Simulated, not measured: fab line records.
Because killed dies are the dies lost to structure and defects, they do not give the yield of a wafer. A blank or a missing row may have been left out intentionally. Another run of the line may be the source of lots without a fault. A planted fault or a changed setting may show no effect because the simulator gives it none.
What tool caused it? | flow gf180mcu | 13 lots, 39 wafers sampled, at 5 steps of a route of 602

## WHAT THE GAUGES READ, wafer by wafer
GF_V4_CD_MEAS_14: the cd target is 260 nm.
lot  | measured     | on        | cd_nm (nm)
L328 | day 24 02:13 | cd_sem-01 | 260.1 259.3 260.7
L329 | day 24 12:26 | cd_sem-01 | 258.9 258.7 257.8
L331 | day 25 15:50 | cd_sem-02 | 259.0 259.0 258.6
L333 | day 26 07:17 | cd_sem-02 | 260.4 259.1 258.4
L336 | day 27 05:17 | cd_sem-02 | 259.4 259.8 260.0
L338 | day 27 15:28 | cd_sem-02 | 260.5 261.0 262.4
L339 | day 27 23:01 | cd_sem-02 | 260.0 259.8 259.2
L340 | day 28 10:29 | cd_sem-02 | 258.9 259.9 259.3
L344 | day 29 15:52 | cd_sem-02 | 259.9 259.4 259.7
L347 | day 30 08:23 | cd_sem-02 | 259.3 260.2 260.6
L349 | day 30 22:35 | cd_sem-02 | 261.1 261.4 261.2
L350 | day 31 02:11 | cd_sem-02 | 260.0 260.3 259.3
L351 | day 31 04:40 | cd_sem-02 | 262.0 260.6 260.4

GF_M5_CD_MEAS_07: the cd target is 280 nm.
lot  | measured     | on        | cd_nm (nm)
L328 | day 25 23:42 | cd_sem-02 | 280.9 280.7 281.7
L329 | day 26 09:20 | cd_sem-01 | 279.5 279.3 281.1
L331 | day 27 10:59 | cd_sem-02 | 279.7 280.4 280.4
L333 | day 28 02:10 | cd_sem-01 | 278.7 279.0 279.6
L336 | day 28 23:34 | cd_sem-01 | 292.7 292.4 292.7
L338 | day 29 08:40 | cd_sem-02 | 281.6 279.2 279.1
L339 | day 29 23:10 | cd_sem-02 | 289.1 288.9 289.4
L340 | day 30 02:39 | cd_sem-02 | 292.8 292.0 291.7
L344 | day 31 06:01 | cd_sem-02 | 280.5 280.9 281.3
L347 | day 31 21:32 | cd_sem-01 | 282.6 282.9 282.7
L349 | day 32 10:19 | cd_sem-01 | 280.7 280.2 280.1
L350 | day 32 13:58 | cd_sem-02 | 281.6 281.1 280.7
L351 | day 32 17:17 | cd_sem-01 | 280.6 279.8 279.2

GF_M5_OVL_MEAS_08.
lot  | measured     | on         | M5_OVL (nm)
L328 | day 25 23:48 | overlay-01 | 0 -8 0
L329 | day 26 09:28 | overlay-01 | -5 1 2
L331 | day 27 11:06 | overlay-02 | 0 0 -3
L333 | day 28 02:16 | overlay-01 | -1 -8 -2
L336 | day 28 23:40 | overlay-02 | 2 4 6
L338 | day 29 08:47 | overlay-01 | 5 8 5
L339 | day 29 23:17 | overlay-02 | 4 -4 5
L340 | day 30 02:46 | overlay-01 | 2 -7 -1
L344 | day 31 06:07 | overlay-01 | 4 5 -4
L347 | day 31 21:40 | overlay-01 | -2 3 0
L349 | day 32 10:26 | overlay-01 | 0 0 0
L350 | day 32 14:05 | overlay-02 | 4 -2 7
L351 | day 32 17:23 | overlay-01 | 2 0 8

## EACH LOT AND THE TOOL THAT RAN IT (in order: tool; ch and the chambers of the sampled wafers; start)
lot  | GF_MIM_CVD_05                   | GF_M5_SOFTBAKE_03
L328 | pecvd-03 ch 0,1,2, day 24 03:55 | litho_track-04 ch 0, day 25 12:55
L329 | pecvd-03 ch 0,1,2, day 24 14:16 | litho_track-04 ch 0, day 25 23:23
L331 | pecvd-01 ch 0,1,2, day 25 18:04 | litho_track-02 ch 0, day 27 00:37
L333 | pecvd-02 ch 0,1, day 26 09:05   | litho_track-04 ch 0, day 27 16:20
L336 | pecvd-03 ch 0,1, day 27 07:08   | litho_track-04 ch 0, day 28 14:01
L338 | pecvd-01 ch 0,2, day 27 17:11   | litho_track-01 ch 0, day 28 22:40
L339 | pecvd-03 ch 0,1, day 28 00:44   | litho_track-04 ch 0, day 29 14:08
L340 | pecvd-02 ch 0,1,2, day 28 12:16 | litho_track-04 ch 0, day 29 17:14
L344 | pecvd-03 ch 0,1,2, day 29 17:34 | litho_track-01 ch 0, day 30 21:13
L347 | pecvd-02 ch 0,1,2, day 30 10:09 | litho_track-02 ch 0, day 31 12:46
L349 | pecvd-03 ch 0,1,2, day 31 00:22 | litho_track-02 ch 0, day 32 01:52
L350 | pecvd-01 ch 0,2, day 31 03:58   | litho_track-04 ch 0, day 32 05:35
L351 | pecvd-01 ch 1,2, day 31 06:22   | litho_track-02 ch 0, day 32 08:47
- GF_MIM_CVD_05: deposits Si3N4, target thk 42 nm, time 29.086 s.
- GF_M5_SOFTBAKE_03: time 60 s.

## AS READ BY THE TOOLS THEMSELVES (means over the sampled wafers that have a number; for cases with no such wafer, the mark the record gives instead)
GF_MIM_CVD_05.
lot  | tool     | heater_power_w (W)
L328 | pecvd-03 | 602
L329 | pecvd-03 | 588
L331 | pecvd-01 | 599
L333 | pecvd-02 | 664
L336 | pecvd-03 | 601
L338 | pecvd-01 | 614
L339 | pecvd-03 | 621
L340 | pecvd-02 | 672
L344 | pecvd-03 | 617
L347 | pecvd-02 | 640
L349 | pecvd-03 | 622
L350 | pecvd-01 | 651
L351 | pecvd-01 | 628

GF_M5_SOFTBAKE_03.
lot  | tool           | heater_power_total_W (W) | plate_temp_C (C)
L328 | litho_track-04 | 93.03                    | 129.85
L329 | litho_track-04 | 93.07                    | 129.99
L331 | litho_track-02 | 93.10                    | 129.93
L333 | litho_track-04 | 93.06                    | 130.10
L336 | litho_track-04 | 88.24                    | 124.73
L338 | litho_track-01 | 93.04                    | 129.89
L339 | litho_track-04 | 88.28                    | 124.63
L340 | litho_track-04 | 88.23                    | 124.65
L344 | litho_track-01 | 93.02                    | 130.06
L347 | litho_track-02 | 93.05                    | 129.88
L349 | litho_track-02 | 93.07                    | 130.00
L350 | litho_track-04 | 93.05                    | 130.11
L351 | litho_track-02 | 93.06                    | 130.18

## THE ANSWER, worked out from the rows above alone
Rule: usual is defined by the lots themselves. The widest of any qualifying gaps counts: lots, ordered by their means at a reading, are off when they make up no more than a third of the lots, leave a main group of 4 or more, and stand apart from it by 3 or more times the standard deviation of that group's means. Not used: any main group whose means are identical at the precision the tables above print for the reading. A lot without any number at a reading at which 4 lots or more have one is off too. Where the step has rows for the other lots, those lots are counted as sound. First the gauges in route order, then the tools' own readings, where a lot's mean is used as printed above. At the first step where some lot is off, the reading lying furthest off is the one used; lots without a number count as furthest.
Off: L336, L339, L340, at GF_M5_CD_MEAS_07 (cd_nm). For the main group the mean is 280.5 nm and the standard deviation 0.95.
If a tool, at a process step before that reading, ran all the lots that are off and no sound lot after the first of them, it fits. The gauges at GF_M5_CD_MEAS_07 aren't tried: what is off there is off at GF_M5_SOFTBAKE_03 too, on other tools, and a gauge's error can't cause that. Not one of the candidates tried fits.

## WHAT WAS PUT IN BY THE SIMULATOR
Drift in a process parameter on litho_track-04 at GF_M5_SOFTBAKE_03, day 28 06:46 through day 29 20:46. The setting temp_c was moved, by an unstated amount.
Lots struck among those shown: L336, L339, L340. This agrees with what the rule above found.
